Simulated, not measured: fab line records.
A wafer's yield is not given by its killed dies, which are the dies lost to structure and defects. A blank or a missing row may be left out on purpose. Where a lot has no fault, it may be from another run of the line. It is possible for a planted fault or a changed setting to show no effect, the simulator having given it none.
fab line records | flow gf180mcu | part 1 of 2: steps 1 to 28 of 37
[record] lots = 5 | wafers = 15 | last-day = 34
route steps=602 shown V2@397 M3@409 V3@429
lots that met no fault: taken from a fault-free run of the same line
start-h: hours from the record's opening day to when the first of the lot's shown wafers began | wait-h: hours elapsed since this lot's preceding step | " the same as in the row above | L1.1+2: one row covering several wafers at once | - no value present, or no start provided | * or withheld: withheld | < > ~ a bound
route shown NAME@n: a module of which the file shows steps, and the number in the route of the first | usual: mean and standard deviation over wafers with no fault | same: alike in all rows | chamber/n: place in a boat | sites: per-site readings | _std_site: the values' standard deviation | _edge_site: mean of outer sites minus mean of inner sites | radius-mm: for every site, how far away it sits from the centre of the wafer | mask NAME#n: copy n | behind: the last tool/chamber to shape the wafer | hold: what put the lot on hold/how long, in hours/how the hold closed | device: whichever transistor did not switch (one of n, p or np) | end of line: tests of these same wafers at the route's end | for a step that has no rows: nothing shown but its recipe | killed: the dies lost at the first sort to structure and to defects; this is not the yield of the wafer | map: shows each die of a wafer: x if killed, . if not, _ if none is there
set.NAME: the setting that was run; set.NAME@STEP: the one run at that earlier step | model.NAME: the simulator's own value behind a step, which no gauge read
certain route steps with their lots: each step a table, each wafer a row
services: the hour from which a tool's chamber was out of use, counted from the record's first day as start-h (under 0 if before that day), plus the number of hours and why
[[steps]]
[step GF_V2_OVL_MEAS_15]
[usual] V2_OVL = -1/4.8
lot.wafer | tool       | chamber | start-h | wait-h | V2_OVL[nm]
L076.2    | overlay-01 | -       | 481.08  | 0.1    | -14
L076.3    | "          | -       | "       | "      | -4
L076.4    | "          | -       | "       | "      | -9
L077.1    | overlay-02 | -       | 488.97  | 0.1    | 1
L077.5    | "          | -       | "       | "      | -1
L077.6    | "          | -       | "       | "      | -6
L079.1    | overlay-02 | -       | 507.23  | 0.1    | -2
L079.4    | "          | -       | "       | "      | -7
L079.6    | "          | -       | "       | "      | -11
L082.3    | overlay-02 | -       | 537.03  | 0.1    | 4
L082.4    | "          | -       | "       | "      | 3
L082.5    | "          | -       | "       | "      | 6
L097.3    | overlay-02 | -       | 658.88  | 0.1    | 0
L097.4    | "          | -       | "       | "      | 3
L097.6    | "          | -       | "       | "      | -1
[step GF_V2_ETCH_16]
[recipe] chemistry = N2/H2 | target-depth-a = withheld | overetch-a = withheld | time-s = withheld | target = BARC | ion-energy-ev = 200 | source-w = 500 | bias-w = 100 | pressure-mtorr = 30 | n2-flow-sccm = 100 | h2-flow-sccm = 200
[usual] drypump-motor-current-A = 5.6/0.54 | oes-product-au = 0.855/0.005 | throttle-valve-pct = 13.223/0.0092
lot.wafer | tool        | chamber | start-h | wait-h | drypump-motor-current-A | oes-product-au | throttle-valve-pct
L076.2    | rie-diel-04 | 2       | 481.11  | 0.0    | 6.2                     | 0.853          | 13.224
L076.3    | "           | 0       | "       | "      | 5.0                     | 0.852          | 13.219
L076.4    | "           | 3       | "       | "      | 6.3                     | 0.859          | 13.227
L077.1    | rie-diel-02 | 2       | 489.01  | 0.0    | 5.2                     | 0.858          | 13.233
L077.5    | "           | 1       | "       | "      | 5.8                     | 0.856          | 13.232
L077.6    | "           | 0       | "       | "      | 5.7                     | 0.858          | 13.250
L079.1    | rie-diel-04 | 0       | 507.26  | 0.0    | 5.0                     | 0.849          | 13.215
L079.4    | "           | 3       | "       | "      | 6.3                     | 0.854          | 13.235
L079.6    | "           | 1       | "       | "      | 6.0                     | 0.849          | 13.227
L082.3    | rie-diel-04 | 2       | 537.05  | 0.0    | 6.2                     | 0.854          | 13.237
L082.4    | "           | 2       | "       | "      | 6.2                     | 0.853          | 13.222
L082.5    | "           | 0       | "       | "      | 5.0                     | 0.857          | 13.223
L097.3    | rie-diel-04 | 3       | 658.90  | 0.0    | 6.2                     | 0.857          | 13.211
L097.4    | "           | 1       | "       | "      | 6.0                     | 0.853          | 13.233
L097.6    | "           | 0       | "       | "      | 5.0                     | 0.864          | 13.230
[step GF_V2_ETCH_17]
[recipe] chemistry = C4F8/O2/Ar | mask-material = KrF | target = SiO2 | stop-on = TiN | source-w = 1500 | bias-w = 1200 | pressure-mtorr = 40 | c4f8-flow-sccm = withheld | O2_flow_sccm = 6 | Ar_flow_sccm = 300 | time-s = withheld | target-depth-a = 6300
[usual] oes-product-au = 0.856/0.0045
lot.wafer | tool        | chamber | start-h | wait-h | oes-product-au
L076.2    | rie-diel-04 | 2       | -       | -      | 0.861
L076.3    | "           | 0       | "       | "      | 0.860
L076.4    | "           | 3       | "       | "      | 0.849
L077.1    | rie-diel-02 | 2       | -       | -      | 0.859
L077.5    | "           | 1       | "       | "      | 0.858
L077.6    | "           | 0       | "       | "      | 0.850
L079.1    | rie-diel-04 | 0       | -       | -      | 0.857
L079.4    | "           | 3       | "       | "      | 0.858
L079.6    | "           | 1       | "       | "      | 0.852
L082.3    | rie-diel-04 | 2       | -       | -      | 0.858
L082.4    | "           | 2       | "       | "      | 0.855
L082.5    | "           | 0       | "       | "      | 0.860
L097.3    | rie-diel-04 | 3       | -       | -      | 0.856
L097.4    | "           | 1       | "       | "      | 0.856
L097.6    | "           | 0       | "       | "      | 0.854
[step GF_V2_STRIP_18]
[recipe] chemistry = O2/N2 | power-w = 1400 | pressure-mtorr = 1500 | platen-temp-c = 250 | o2-flow-sccm = 3000 | n2-flow-sccm = 300 | overash-fraction = 0.5
[usual] drypump-motor-current-A = 5.8/0.33 | heater-power-w = 318/22 | oes-product-au = 0.592/0.0049
lot.wafer | tool            | chamber | start-h | wait-h | drypump-motor-current-A | heater-power-w | oes-product-au | rf-hours-counter-h
L076.2    | plasma-asher-03 | 1       | 481.24  | -      | 5.7                     | 315            | 0.597          | 85
L076.3    | "               | 1       | "       | "      | 5.7                     | 318            | 0.589          | -
L076.4    | "               | 0       | "       | "      | 5.6                     | 312            | 0.589          | -
L077.1    | plasma-asher-04 | 0       | 489.14  | -      | 5.7                     | 334            | 0.594          | 6
L077.5    | "               | 0       | "       | "      | 5.7                     | 335            | 0.596          | -
L077.6    | "               | 1       | "       | "      | 6.4                     | 328            | 0.588          | -
L079.1    | plasma-asher-04 | 0       | 507.39  | -      | 5.7                     | 329            | 0.590          | 8
L079.4    | "               | 1       | "       | "      | 6.4                     | 322            | 0.595          | -
L079.6    | "               | 1       | "       | "      | 6.4                     | 332            | 0.592          | -
L082.3    | plasma-asher-04 | 0       | 537.21  | -      | 5.7                     | 323            | 0.589          | -
L082.4    | "               | 1       | "       | "      | 6.5                     | 335            | 0.592          | -
L082.5    | "               | 0       | "       | "      | 5.7                     | 326            | 0.588          | -
L097.3    | plasma-asher-04 | 1       | 659.06  | -      | 6.4                     | 330            | 0.591          | -
L097.4    | "               | 0       | "       | "      | 5.7                     | 333            | 0.595          | -
L097.6    | "               | 0       | "       | "      | 5.7                     | 327            | 0.592          | -
[step GF_V2_STRIP_19]
[recipe] chemistry = post-etch-residue-remover | time-s = 1200 | temp-c = 72.5
[usual] bath-heat-duty-pct = 14.8/1.3
lot.wafer | tool         | chamber | start-h | wait-h | bath-heat-duty-pct
L076.2    | wet-bench-04 | 0       | 481.34  | 0.1    | 15.5
L076.3    | "            | 0       | "       | "      | 13.9
L076.4    | "            | 0       | "       | "      | 14.2
L077.1    | wet-bench-02 | 0       | 489.24  | 0.1    | 16.2
L077.5    | "            | 0       | "       | "      | 18.3
L077.6    | "            | 0       | "       | "      | 15.8
L079.1    | wet-bench-03 | 2       | 507.49  | 0.1    | 14.0
L079.4    | "            | 2       | "       | "      | 13.8
L079.6    | "            | 2       | "       | "      | 14.1
L082.3    | wet-bench-03 | 3       | 537.28  | 0.0    | 14.3
L082.4    | "            | 3       | "       | "      | 13.7
L082.5    | "            | 3       | "       | "      | 13.6
L097.3    | wet-bench-04 | 1       | 659.13  | 0.0    | 13.6
L097.4    | "            | 1       | "       | "      | 12.7
L097.6    | "            | 1       | "       | "      | 12.8
[step GF_V2_CLEAN_20]
[recipe] chemistry = DIW | dry = n2-spin
lot.wafer  | tool         | chamber | start-h | wait-h
L076.2+3+4 | wet-bench-03 | 2       | 481.68  | 0.0
L077.1+5+6 | wet-bench-03 | 1       | 489.58  | 0.0
L079.1+4+6 | wet-bench-04 | 2       | 507.86  | 0.0
L082.3+4+5 | wet-bench-04 | 3       | 537.62  | 0.0
L097.3+4+6 | wet-bench-03 | 3       | 659.50  | 0.0
[step GF_V2_SPUTTER_21]
[recipe] material = Ti | target-thk-nm = 15 | chamber-pressure-pa = 5 | power-w = 2500 | substrate-temp-c = 200 | time-s = 80.02
[usual] throttle-valve-pct = 30.7/0.93
lot.wafer | tool           | chamber | start-h | wait-h | throttle-valve-pct
L076.2    | pvd-sputter-02 | -       | 481.77  | 0.0    | 30.7
L076.3    | "              | -       | "       | "      | 31.1
L076.4    | "              | -       | "       | "      | 30.0
L077.1    | pvd-sputter-02 | -       | 489.67  | 0.0    | 30.0
L077.5    | "              | -       | "       | "      | 30.1
L077.6    | "              | -       | "       | "      | 30.4
L079.1    | pvd-sputter-02 | -       | 507.96  | 0.0    | 30.4
L079.4    | "              | -       | "       | "      | 30.0
L079.6    | "              | -       | "       | "      | 31.1
L082.3    | pvd-sputter-03 | -       | 537.71  | 0.0    | 30.3
L082.4    | "              | -       | "       | "      | 30.3
L082.5    | "              | -       | "       | "      | 30.0
L097.3    | pvd-sputter-01 | -       | 659.60  | 0.0    | 31.2
L097.4    | "              | -       | "       | "      | 30.1
L097.6    | "              | -       | "       | "      | 31.3
[step GF_V2_SPUTTER_22]
[recipe] material = TiN | target-thk-nm = 10 | chamber-pressure-pa = 5 | power-w = 4000 | time-s = 40
[usual] throttle-valve-pct = 30.7/0.96
lot.wafer | tool           | chamber | start-h | wait-h | throttle-valve-pct
L076.2    | pvd-sputter-02 | -       | 481.84  | 0.0    | 30.8
L076.3    | "              | -       | "       | "      | 31.2
L076.4    | "              | -       | "       | "      | 30.0
L077.1    | pvd-sputter-02 | -       | 489.73  | 0.0    | 30.0
L077.5    | "              | -       | "       | "      | 30.0
L077.6    | "              | -       | "       | "      | 30.2
L079.1    | pvd-sputter-02 | -       | 508.02  | 0.0    | 30.0
L079.4    | "              | -       | "       | "      | 30.2
L079.6    | "              | -       | "       | "      | 31.0
L082.3    | pvd-sputter-03 | -       | 537.78  | 0.0    | 30.4
L082.4    | "              | -       | "       | "      | 30.4
L082.5    | "              | -       | "       | "      | 30.0
L097.3    | pvd-sputter-01 | -       | 659.66  | 0.0    | 31.3
L097.4    | "              | -       | "       | "      | 30.2
L097.6    | "              | -       | "       | "      | 31.3
[step GF_V2_CVD_23]
[recipe] material = W | target-thk-nm = 350 | time-s = 104.94 | temp-c = 400 | pressure-torr = 40
[usual] heater-power-w = 901/60
lot.wafer | tool     | chamber | start-h | wait-h | heater-power-w
L076.2    | cvd-w-02 | 1       | 481.91  | 0.1    | 945
L076.3    | "        | 1       | "       | "      | 926
L076.4    | "        | 1       | "       | "      | 940
L077.1    | cvd-w-01 | 0       | 489.77  | 0.0    | 819
L077.5    | "        | 0       | "       | "      | 827
L077.6    | "        | 1       | "       | "      | 970
L079.1    | cvd-w-01 | 1       | 508.06  | 0.0    | 952
L079.4    | "        | 1       | "       | "      | 989
L079.6    | "        | 1       | "       | "      | 943
L082.3    | cvd-w-02 | 0       | 537.85  | 0.1    | 878
L082.4    | "        | 1       | "       | "      | 938
L082.5    | "        | 1       | "       | "      | 966
L097.3    | cvd-w-01 | 1       | 659.74  | 0.1    | 972
L097.4    | "        | 0       | "       | "      | 827
L097.6    | "        | 0       | "       | "      | 797
[step GF_V2_RS_MEAS_24]
[recipe] thk-meas-gauge = four-point-probe | reads = W_of_V2_CVD_23+TiN_of_V2_SPUTTER_22+Ti_of_V2_SPUTTER_21
[usual] V2_W_RS = 0.327/0.005
lot.wafer | tool          | chamber | start-h | wait-h | V2_W_RS[ohm/sq]
L076.2    | film-metro-02 | -       | 482.12  | 0.2    | 0.316
L076.3    | "             | -       | "       | "      | 0.318
L076.4    | "             | -       | "       | "      | 0.318
L077.1    | film-metro-04 | -       | 489.88  | 0.1    | 0.329
L077.5    | "             | -       | "       | "      | 0.330
L077.6    | "             | -       | "       | "      | 0.329
L079.1    | film-metro-01 | -       | 508.17  | 0.1    | 0.334
L079.4    | "             | -       | "       | "      | 0.334
L079.6    | "             | -       | "       | "      | 0.333
L082.3    | film-metro-04 | -       | 537.97  | 0.1    | 0.332
L082.4    | "             | -       | "       | "      | 0.323
L082.5    | "             | -       | "       | "      | 0.320
L097.3    | film-metro-02 | -       | 659.85  | 0.1    | 0.329
L097.4    | "             | -       | "       | "      | 0.325
L097.6    | "             | -       | "       | "      | 0.328
[step GF_V2_THK_MEAS_25]
[recipe] thk-meas-gauge = xrf | reads = W_of_V2_CVD_23
[usual] V2_W_THK = 350/6.2
lot.wafer | tool          | chamber | start-h | wait-h | V2_W_THK[nm]
L076.2    | film-metro-02 | -       | 482.23  | 0.1    | 368
L076.3    | "             | -       | "       | "      | 367
L076.4    | "             | -       | "       | "      | 365
L077.1    | film-metro-04 | -       | 490.00  | 0.1    | 347
L077.5    | "             | -       | "       | "      | 347
L077.6    | "             | -       | "       | "      | 346
L079.1    | film-metro-01 | -       | 508.29  | 0.1    | 344
L079.4    | "             | -       | "       | "      | 344
L079.6    | "             | -       | "       | "      | 348
L082.3    | film-metro-04 | -       | 538.07  | 0.1    | 345
L082.4    | "             | -       | "       | "      | 352
L082.5    | "             | -       | "       | "      | 358
L097.3    | film-metro-02 | -       | 659.95  | 0.1    | 353
L097.4    | "             | -       | "       | "      | 355
L097.6    | "             | -       | "       | "      | 350
[step GF_V2_CMP_26]
[recipe] stop-on = SiO2 | down-force-psi = 3.5 | platen-rpm = 60 | t-overpolish-s = 15 | target-thk-nm = 0 | pad-velocity-m-s = 0.94248
[usual] head-pressure-psi = 3.501/0.0082 | motor-current-A = 11.0/0.97 | overpolish-run-s = 15.000/0.01 | time-to-endpoint-s = 85/3.3
lot.wafer | tool   | chamber | start-h | wait-h | head-pressure-psi | motor-current-A | overpolish-run-s | time-to-endpoint-s
L076.2    | cmp-01 | 1       | 482.33  | 0.1    | 3.489             | 10.1            | 14.989           | 93
L076.3    | "      | 2       | "       | "      | 3.491             | 10.2            | 15.005           | 90
L076.4    | "      | 3       | "       | "      | 3.521             | 11.7            | 14.994           | 84
L077.1    | cmp-02 | 1       | 490.21  | 0.2    | 3.505             | 11.0            | 14.990           | 85
L077.5    | "      | 2       | "       | "      | 3.508             | 9.3             | 14.976           | 86
L077.6    | "      | 3       | "       | "      | 3.493             | 11.1            | 15.010           | 86
L079.4    | cmp-02 | 2       | 508.35  | 0.0    | 3.489             | 9.8             | 15.021           | 80
L079.1    | "      | 0       | "       | "      | 3.492             | 11.6            | 15.000           | 85
L079.6    | "      | 2       | "       | "      | 3.497             | 9.8             | 14.993           | 83
L082.3    | cmp-02 | 3       | 538.21  | 0.1    | 3.487             | 11.0            | 15.001           | 83
L082.4    | "      | 0       | "       | "      | 3.501             | 11.2            | 15.001           | 84
L082.5    | "      | 2       | "       | "      | 3.496             | 10.2            | 14.987           | 84
L097.4    | cmp-01 | 2       | 660.09  | 0.1    | 3.498             | 9.4             | 15.028           | 80
L097.3    | "      | 3       | "       | "      | 3.504             | 13.0            | 15.001           | 83
L097.6    | "      | 0       | "       | "      | 3.496             | 12.4            | 15.010           | 78
[step GF_M3_SPUTTER_00]
[recipe] material = Ti | target-thk-nm = 37.5 | arriving-ion-energy-ev = 80 | substrate-temp-c = 200 | chamber-pressure-pa = 2 | power-w = 4000 | time-s = 150
[usual] throttle-valve-pct = 30.5/0.61
lot.wafer | tool           | chamber | start-h | wait-h | throttle-valve-pct
L076.2    | pvd-sputter-03 | -       | 482.58  | 0.2    | 29.9
L076.3    | "              | -       | "       | "      | 30.5
L076.4    | "              | -       | "       | "      | 29.4
L077.1    | pvd-sputter-04 | -       | 490.36  | 0.1    | 31.0
L077.5    | "              | -       | "       | "      | 31.1
L077.6    | "              | -       | "       | "      | 31.2
L079.1    | pvd-sputter-04 | -       | 508.65  | 0.1    | 31.1
L079.4    | "              | -       | "       | "      | 31.3
L079.6    | "              | -       | "       | "      | 31.1
L082.3    | pvd-sputter-02 | -       | 538.41  | 0.1    | 31.2
L082.4    | "              | -       | "       | "      | 30.2
L082.5    | "              | -       | "       | "      | 30.3
L097.3    | pvd-sputter-04 | -       | 660.29  | 0.1    | 31.1
L097.4    | "              | -       | "       | "      | 30.1
L097.6    | "              | -       | "       | "      | 29.7
[step GF_M3_SPUTTER_01]
[recipe] material = TiN | target-thk-nm = 30 | power-w = 6500 | time-s = 25 | chamber-pressure-pa = 0.4
[usual] throttle-valve-pct = 30.5/0.61
lot.wafer | tool           | chamber | start-h | wait-h | throttle-valve-pct
L076.2    | pvd-sputter-03 | -       | 482.68  | 0.1    | 29.9
L076.3    | "              | -       | "       | "      | 30.3
L076.4    | "              | -       | "       | "      | 29.4
L077.1    | pvd-sputter-04 | -       | 490.46  | 0.1    | 30.9
L077.5    | "              | -       | "       | "      | 31.2
L077.6    | "              | -       | "       | "      | 31.2
L079.1    | pvd-sputter-04 | -       | 508.75  | 0.1    | 31.1
L079.4    | "              | -       | "       | "      | 31.5
L079.6    | "              | -       | "       | "      | 31.1
L082.3    | pvd-sputter-02 | -       | 538.51  | 0.1    | 31.0
L082.4    | "              | -       | "       | "      | 30.0
L082.5    | "              | -       | "       | "      | 30.4
L097.3    | pvd-sputter-04 | -       | 660.39  | 0.1    | 30.9
L097.4    | "              | -       | "       | "      | 29.6
L097.6    | "              | -       | "       | "      | 29.6
[step GF_M3_SPUTTER_02]
[recipe] material = AlCu | target-thk-nm = 450 | power-w = 10600 | time-s = 23.9 | chamber-pressure-pa = 0.4
[usual] throttle-valve-pct = 30.5/0.62
lot.wafer | tool           | chamber | start-h | wait-h | throttle-valve-pct
L076.2    | pvd-sputter-03 | -       | 482.71  | 0.0    | 30.0
L076.3    | "              | -       | "       | "      | 30.4
L076.4    | "              | -       | "       | "      | 29.4
L077.1    | pvd-sputter-04 | -       | 490.49  | 0.0    | 30.9
L077.5    | "              | -       | "       | "      | 30.8
L077.6    | "              | -       | "       | "      | 31.6
L079.1    | pvd-sputter-04 | -       | 508.78  | 0.0    | 31.0
L079.4    | "              | -       | "       | "      | 31.0
L079.6    | "              | -       | "       | "      | 31.0
L082.3    | pvd-sputter-02 | -       | 538.54  | 0.0    | 31.4
L082.4    | "              | -       | "       | "      | 30.2
L082.5    | "              | -       | "       | "      | 29.9
L097.3    | pvd-sputter-04 | -       | 660.43  | 0.0    | 30.8
L097.4    | "              | -       | "       | "      | 29.7
L097.6    | "              | -       | "       | "      | 29.6
[step GF_M3_SPUTTER_03]
[recipe] material = Ti | target-thk-nm = 10 | substrate-temp-c = 300 | chamber-pressure-pa = 0.3 | power-w = 3000 | time-s = 6.7
[usual] throttle-valve-pct = 30.5/0.61
lot.wafer | tool           | chamber | start-h | wait-h | throttle-valve-pct
L076.2    | pvd-sputter-03 | -       | 482.74  | 0.0    | 30.0
L076.3    | "              | -       | "       | "      | 30.8
L076.4    | "              | -       | "       | "      | 29.5
L077.1    | pvd-sputter-04 | -       | 490.52  | 0.0    | 30.9
L077.5    | "              | -       | "       | "      | 31.3
L077.6    | "              | -       | "       | "      | 31.1
L079.1    | pvd-sputter-04 | -       | 508.81  | 0.0    | 31.5
L079.4    | "              | -       | "       | "      | 31.0
L079.6    | "              | -       | "       | "      | 30.8
L082.3    | pvd-sputter-02 | -       | 538.57  | 0.0    | 31.2
L082.4    | "              | -       | "       | "      | 30.3
L082.5    | "              | -       | "       | "      | 30.3
L097.3    | pvd-sputter-04 | -       | 660.46  | 0.0    | 31.0
L097.4    | "              | -       | "       | "      | 30.0
L097.6    | "              | -       | "       | "      | 29.8
[step GF_M3_SPUTTER_04]
[recipe] material = TiN | target-thk-nm = 50 | power-w = 6500 | time-s = 41.7 | chamber-pressure-pa = 0.4
[usual] throttle-valve-pct = 30.5/0.62
lot.wafer | tool           | chamber | start-h | wait-h | throttle-valve-pct
L076.2    | pvd-sputter-03 | -       | 482.76  | 0.0    | 29.8
L076.3    | "              | -       | "       | "      | 30.3
L076.4    | "              | -       | "       | "      | 29.4
L077.1    | pvd-sputter-04 | -       | 490.54  | 0.0    | 30.8
L077.5    | "              | -       | "       | "      | 31.0
L077.6    | "              | -       | "       | "      | 31.1
L079.1    | pvd-sputter-04 | -       | 508.83  | 0.0    | 31.6
L079.4    | "              | -       | "       | "      | 31.1
L079.6    | "              | -       | "       | "      | 31.0
L082.3    | pvd-sputter-02 | -       | 538.59  | 0.0    | 31.3
L082.4    | "              | -       | "       | "      | 30.1
L082.5    | "              | -       | "       | "      | 30.4
L097.3    | pvd-sputter-04 | -       | 660.48  | 0.0    | 31.1
L097.4    | "              | -       | "       | "      | 30.2
L097.6    | "              | -       | "       | "      | 29.7
[step GF_M3_RS_MEAS_05]
[recipe] thk-meas-gauge = four-point-probe | reads = TiN_of_M3_SPUTTER_04+Ti_of_M3_SPUTTER_03+AlCu_of_M3_SPUTTER_02+TiN_of_M3_SPUTTER_01+Ti_of_M3_SPUTTER_00
[usual] M3_ALCU_RS = 0.0695/0.00077
lot.wafer | tool          | chamber | start-h | wait-h | M3_ALCU_RS[ohm/sq]
L076.2    | film-metro-03 | -       | 482.82  | 0.0    | 0.0708
L076.3    | "             | -       | "       | "      | 0.0703
L076.4    | "             | -       | "       | "      | 0.0704
L077.1    | film-metro-01 | -       | 490.58  | 0.0    | 0.0708
L077.5    | "             | -       | "       | "      | 0.0697
L077.6    | "             | -       | "       | "      | 0.0705
L079.1    | film-metro-03 | -       | 508.87  | 0.0    | 0.0690
L079.4    | "             | -       | "       | "      | 0.0684
L079.6    | "             | -       | "       | "      | 0.0690
L082.3    | film-metro-01 | -       | 538.67  | 0.1    | 0.0698
L082.4    | "             | -       | "       | "      | 0.0694
L082.5    | "             | -       | "       | "      | 0.0695
L097.3    | film-metro-03 | -       | 660.56  | 0.1    | 0.0689
L097.4    | "             | -       | "       | "      | 0.0691
L097.6    | "             | -       | "       | "      | 0.0689
[step GF_M3_THK_MEAS_06]
[recipe] thk-meas-gauge = xrf | reads = AlCu_of_M3_SPUTTER_02
[usual] M3_ALCU_THK = 446/5.1
lot.wafer | tool          | chamber | start-h | wait-h | M3_ALCU_THK[nm]
L076.2    | film-metro-03 | -       | 482.93  | 0.1    | 437
L076.3    | "             | -       | "       | "      | 441
L076.4    | "             | -       | "       | "      | 441
L077.1    | film-metro-01 | -       | 490.70  | 0.1    | 438
L077.5    | "             | -       | "       | "      | 444
L077.6    | "             | -       | "       | "      | 437
L079.1    | film-metro-03 | -       | 508.99  | 0.1    | 445
L079.4    | "             | -       | "       | "      | 448
L079.6    | "             | -       | "       | "      | 444
L082.3    | film-metro-01 | -       | 538.77  | 0.1    | 440
L082.4    | "             | -       | "       | "      | 444
L082.5    | "             | -       | "       | "      | 443
L097.3    | film-metro-03 | -       | 660.66  | 0.1    | 448
L097.4    | "             | -       | "       | "      | 446
L097.6    | "             | -       | "       | "      | 447
[step GF_M3_DEHYDRATE_07]
[recipe] temp-c = 200 | time-s = 60
lot.wafer  | tool           | chamber | start-h | wait-h
L076.2+3+4 | litho-track-03 | 0       | 494.72  | 11.8
L077.1+5+6 | litho-track-03 | 0       | 502.00  | 11.3
L079.1+4+6 | litho-track-04 | 0       | 520.25  | 11.2
L082.3+4+5 | litho-track-02 | 0       | 549.16  | 10.4
L097.3+4+6 | litho-track-04 | 0       | 669.59  | 8.9
[step GF_M3_HMDS_08]
[recipe] prime-time-s = 60 | prime-temp-c = 120
lot.wafer  | tool           | chamber | start-h | wait-h
L076.2+3+4 | litho-track-03 | 0       | 494.87  | 0.1
L077.1+5+6 | litho-track-03 | 0       | 502.15  | 0.1
L079.1+4+6 | litho-track-04 | 0       | 520.40  | 0.1
L082.3+4+5 | litho-track-02 | 0       | 549.31  | 0.1
L097.3+4+6 | litho-track-04 | 0       | 669.74  | 0.1
[step GF_M3_COAT_09]
[recipe] resist = KrF | spin-rpm = withheld | resist-thk-nm = 1000
lot.wafer  | tool           | chamber | start-h | wait-h
L076.2+3+4 | litho-track-03 | 0       | 495.02  | 0.1
L077.1+5+6 | litho-track-03 | 0       | 502.30  | 0.1
L079.1+4+6 | litho-track-04 | 0       | 520.55  | 0.1
L082.3+4+5 | litho-track-02 | 0       | 549.46  | 0.1
L097.3+4+6 | litho-track-04 | 0       | 669.89  | 0.1
[step GF_M3_SOFTBAKE_10]
[recipe] temp-c = 130 | time-s = 60 | resist = KrF
lot.wafer  | tool           | chamber | start-h | wait-h
L076.2+3+4 | litho-track-03 | 0       | 495.17  | 0.1
L077.1+5+6 | litho-track-03 | 0       | 502.45  | 0.1
L079.1+4+6 | litho-track-04 | 0       | 520.70  | 0.1
L082.3+4+5 | litho-track-02 | 0       | 549.61  | 0.1
L097.3+4+6 | litho-track-04 | 0       | 670.04  | 0.1
[step GF_M3_EXPOSE_11]
[recipe] mask-id = Metal3 | target-cd-nm = 280 | na = 0.68 | source-shape = conventional | sigma-outer = 0.6 | dose-mj = 28
lot.wafer  | tool           | chamber | start-h | wait-h | mask
L076.2+3+4 | krf-scanner-02 | 0       | -       | -      | Metal3#0
L077.1+5+6 | krf-scanner-02 | 0       | -       | -      | Metal3#0
L079.1+4+6 | krf-scanner-02 | 0       | -       | -      | Metal3#0
L082.3+4+5 | krf-scanner-02 | 0       | -       | -      | Metal3#0
L097.3+4+6 | krf-scanner-01 | 0       | -       | -      | Metal3#0
[step GF_M3_PEB_12]
[recipe] peb-temp-c = 135 | peb-time-s = 90 | resist = KrF
lot.wafer  | tool           | chamber | start-h | wait-h
L076.2+3+4 | litho-track-03 | 0       | -       | -
L077.1+5+6 | litho-track-04 | 0       | -       | -
L079.1+4+6 | litho-track-03 | 0       | -       | -
L082.3+4+5 | litho-track-04 | 0       | -       | -
L097.3+4+6 | litho-track-04 | 0       | -       | -
[step GF_M3_DEVELOP_13]
[recipe] develop-time-s = 60 | dev-temp-c = 21
lot.wafer  | tool           | chamber | start-h | wait-h
L076.2+3+4 | litho-track-03 | 0       | 507.12  | 0.2
L077.1+5+6 | litho-track-04 | 0       | 514.30  | 0.2
L079.1+4+6 | litho-track-03 | 0       | 532.00  | 0.2
L082.3+4+5 | litho-track-04 | 0       | 561.45  | 0.1
L097.3+4+6 | litho-track-04 | 0       | 679.54  | 0.1
[step GF_M3_CD_MEAS_14]
[recipe] target-cd-nm = 280
[usual] cd-nm = 280.0/1.2
lot.wafer | tool      | chamber | start-h | wait-h | cd-nm
L076.2    | cd-sem-02 | -       | 507.37  | 0.2    | 280.7
L076.3    | "         | -       | "       | "      | 280.4
L076.4    | "         | -       | "       | "      | 281.5
L077.1    | cd-sem-02 | -       | 514.45  | 0.1    | 278.6
L077.5    | "         | -       | "       | "      | 280.9
L077.6    | "         | -       | "       | "      | 280.0
L079.1    | cd-sem-02 | -       | 532.15  | 0.1    | 279.8
L079.4    | "         | -       | "       | "      | 280.1
L079.6    | "         | -       | "       | "      | 279.4
L082.3    | cd-sem-01 | -       | 561.59  | 0.1    | 281.8
L082.4    | "         | -       | "       | "      | 280.6
L082.5    | "         | -       | "       | "      | 282.9
L097.3    | cd-sem-01 | -       | 679.68  | 0.1    | 281.1
L097.4    | "         | -       | "       | "      | 280.4
L097.6    | "         | -       | "       | "      | 281.3
[step GF_M3_OVL_MEAS_15]
[usual] M3_OVL = 1/4.2
lot.wafer | tool       | chamber | start-h | wait-h | M3_OVL[nm]
L076.2    | overlay-01 | -       | 507.47  | 0.1    | 0
L076.3    | "          | -       | "       | "      | 7
L076.4    | "          | -       | "       | "      | 3
L077.1    | overlay-02 | -       | 514.57  | 0.1    | -8
L077.5    | "          | -       | "       | "      | -2
L077.6    | "          | -       | "       | "      | -4
L079.1    | overlay-02 | -       | 532.27  | 0.1    | -6
L079.4    | "          | -       | "       | "      | 3
L079.6    | "          | -       | "       | "      | 1
L082.3    | overlay-01 | -       | 561.68  | 0.1    | 3
L082.4    | "          | -       | "       | "      | 0
L082.5    | "          | -       | "       | "      | 2
L097.3    | overlay-02 | -       | 679.78  | 0.1    | 1
L097.4    | "          | -       | "       | "      | 4
L097.6    | "          | -       | "       | "      | 7
